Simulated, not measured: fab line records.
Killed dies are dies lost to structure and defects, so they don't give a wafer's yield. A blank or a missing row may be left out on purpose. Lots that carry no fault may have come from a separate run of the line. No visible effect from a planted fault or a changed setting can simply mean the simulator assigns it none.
Comparing a struck lot with a sound one | flow sky130 | 15 out of 708 route steps
Sound: these wafers, L640.1, L640.2, L640.3. The struck wafers were L649.1, L649.2, L649.6. The cause comes at the end.
At each step with rows: each side's tool, then ch and its chambers, then its first start. Under that, the readings that differ: sound wafers | struck wafers | difference of the means | sigmas: that difference in standard deviations of wafers without a fault.
alike: same words and numbers on both sides, and readings whose means sit less than 2 such deviations apart. not compared: any withheld reading, any reading some wafer has no value for, any bound like >300 that may hide the same value, and any number with overlapping values for which the record gives no deviation.
A row with sigmas, a row that says differs or no value, or rows on one side alone: a step with any of these is where the two part. Numbers that have no deviation but don't overlap get no sigmas and don't part them. A reading that every wafer of one side lacks parts them only if that side has two wafers or more.

first, 6 steps without rows for these wafers: SKY_CONTACT_COAT_08 (resist thk 60 nm); SKY_CONTACT_COAT_09 (resist thk 450 nm); SKY_CONTACT_SOFTBAKE_10 (time 90 s); SKY_CONTACT_EXPOSE_11 (exposes mask CTM1, target cd 170 nm); SKY_CONTACT_PEB_12; SKY_CONTACT_DEVELOP_13 (develop time 60 s).
SKY_CONTACT_CD_MEAS_14 targets a cd of 170 nm.
  struck on cd sem-02, day 38 11:17; sound on cd sem-01, day 36 10:04
  alike: cd nm
SKY_CONTACT_OVL_MEAS_15:
  struck on overlay-02, day 38 11:25; sound on overlay-01, day 36 10:11
  alike: CONTACT_OVL
SKY_CONTACT_ETCH_16: etches BARC in N2/H2, stops on SiO2, time 45.9 s, target depth 60 nm.
  sound on rie diel-04 ch 1,2,3, day 36 10:13; struck on rie diel-04 ch 0,2,3, day 38 11:26
  alike: drypump motor current A, oes product au, throttle valve pct
  not compared: rf hours counter h
SKY_CONTACT_ETCH_17: etches SiO2 in C4F8/O2/Ar, stops on Si3N4, target depth 340 nm.
  sound on rie diel-04 ch 1,2,3, day 36 10:16; struck on rie diel-04 ch 0,2,3, day 38 11:29
  alike: oes product au
SKY_CONTACT_ETCH_18: etches Si3N4 in CHF3/O2, stops on TiN, time 39 s, target depth 75 nm.
  sound: rie diel-04 ch 1,2,3; struck: rie diel-04 ch 0,2,3
  alike: drypump motor current A, oes product au, throttle valve pct
  not compared: rf hours counter h
SKY_CONTACT_STRIP_19: strips in O2/N2.
  sound on plasma asher-01 ch 0,1, day 36 10:21; struck on plasma asher-01 ch 0,1, day 38 11:35
  alike: chamber pressure mTorr, drypump motor current A, oes product au, strip time to endpoint s
  not compared: rf hours counter h
SKY_CONTACT_STRIP_20: strips in post etch residue remover, time 1200 s.
  sound on wet bench-02 ch 3, day 36 10:27; struck on wet bench-02 ch 1, day 38 11:41
  no value came back on the struck wafers for bath guard temp C (C), bath heat duty pct (%), temp c (C); on the sound wafers bath guard temp C (C) reads 72.9 72.9 73.0
then, 1 step without rows for these wafers: SKY_CONTACT_CLEAN_21 (cleans in IPA, time 180 s).
-- the record jumps here: 13 days lie between the struck wafers' starts before and after (it left off in module CONTACT and takes up again in module PAD_OPEN, whose first step shown is number 708 of the route) --
SKY_PAD_OPEN_PROBE_99:
  struck on prober-01, day 51 02:16; sound on prober-02, day 49 18:27
  reading                       | sound             | struck            | difference | sigmas
  killed at other               | 2 2 3             | 0 0 1             | -2         | -3
  model.etest.mcon chain.rc ohm | 16.49 17.39 16.93 | 19.74 19.26 19.87 | +2.69      |
  alike: killed_at_M0_to_M3, killed_at_M4_up, killed at contacts, killed at front end, killed dies, killed open, killed short

## WHERE THEY PART
At SKY_CONTACT_STRIP_20 first; at SKY_PAD_OPEN_PROBE_99 last (within this record only).

WHY: what the simulator had put in
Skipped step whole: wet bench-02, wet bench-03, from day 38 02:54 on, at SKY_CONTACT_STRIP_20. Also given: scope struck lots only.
